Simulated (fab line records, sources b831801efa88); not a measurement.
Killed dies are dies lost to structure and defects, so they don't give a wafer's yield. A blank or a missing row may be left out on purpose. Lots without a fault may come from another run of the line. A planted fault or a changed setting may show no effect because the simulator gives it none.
Problem report in the 8D (eight disciplines) form, filled by code | flow sky130 | the parts of the form that need people (team, actions taken, sign-off) are left out

1. THE PROBLEM
run_length_s at SKY_SONOS_TUNNEL_SOFTBAKE_03 reads a mean of 101.78 s on 9 wafers of 3 lots; wafers without a fault read 89.04 s with a standard deviation of 0.16. That is +80 standard deviations from the usual mean.
The step: time 60 s.
First seen on wafer L462.2, day 13 19:19, on litho_track-01. The record holds 42 wafers of 14 lots with a number at this step. Rule for "out", or "out of limits": more than 4 standard deviations from the usual mean. The other wafers with a number count as sound.

2. WHAT IT IS AND WHAT IT IS NOT
question                    | is                     | is not
which readings at this step | run_length_s           | -
which lots                  | L462, L463, L466       | L455, L456, L457, L458, L459, L460, L461, L473, L474, L475, L477
which wafers of those lots  | all that have a number | -
read on which tools         | litho_track-01         | litho_track-02, litho_track-04
when                        | from day 13 19:19      | up to then (18 sound wafers); but 15 sound wafers of L461, L473, L474, L475, L477 came after

3. SUSPECTS, AND WHAT RULES EACH OUT
Counting: a tool at a process step up to the reading stays a suspect if it ran every lot that is out and no sound lot after the first of them.
- litho_track-01 at SKY_SONOS_TUNNEL_SOFTBAKE_03 (time 60 s): ruled out as a lasting fault. Sound lots L474, L475, L477 ran on it after its first lot that is out, L462 (day 13 19:19).
Left after counting: nothing in the record.

4. THE CAUSE (what the simulator had put in)
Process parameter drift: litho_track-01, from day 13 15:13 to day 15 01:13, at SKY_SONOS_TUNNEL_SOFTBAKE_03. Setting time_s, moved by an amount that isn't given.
Counting ruled it out, wrongly.

5. THE CHAIN OF EFFECTS, in route order
Each row: a reading whose mean over the struck wafers that have a number lies more than 3 standard deviations from the usual. Only readings for which the record gives a usual standard deviation are gone through. hours: the time from each lot's start at the first step in this table that gives one to its start at this step, as a median over the lots. sigmas: the change in usual standard deviations.
hours | step                         | reading      | usual   | on struck wafers | change | sigmas
0     | SKY_SONOS_TUNNEL_SOFTBAKE_03 | run_length_s | 89.04 s | 101.78           | +12.74 | +80
The process steps in it:
- SKY_SONOS_TUNNEL_SOFTBAKE_03: time 60 s.
Later measuring or inspecting steps at which every struck wafer that the step has a row for has a number for every such reading, and none has moved that far: SKY_SONOS_ONO_THK_MEAS_01.

6. WHAT WOULD HAVE CAUGHT IT SOONER
In this record the first reading out of limits was taken at day 13 19:19, 4 hours after the fault began at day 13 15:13.
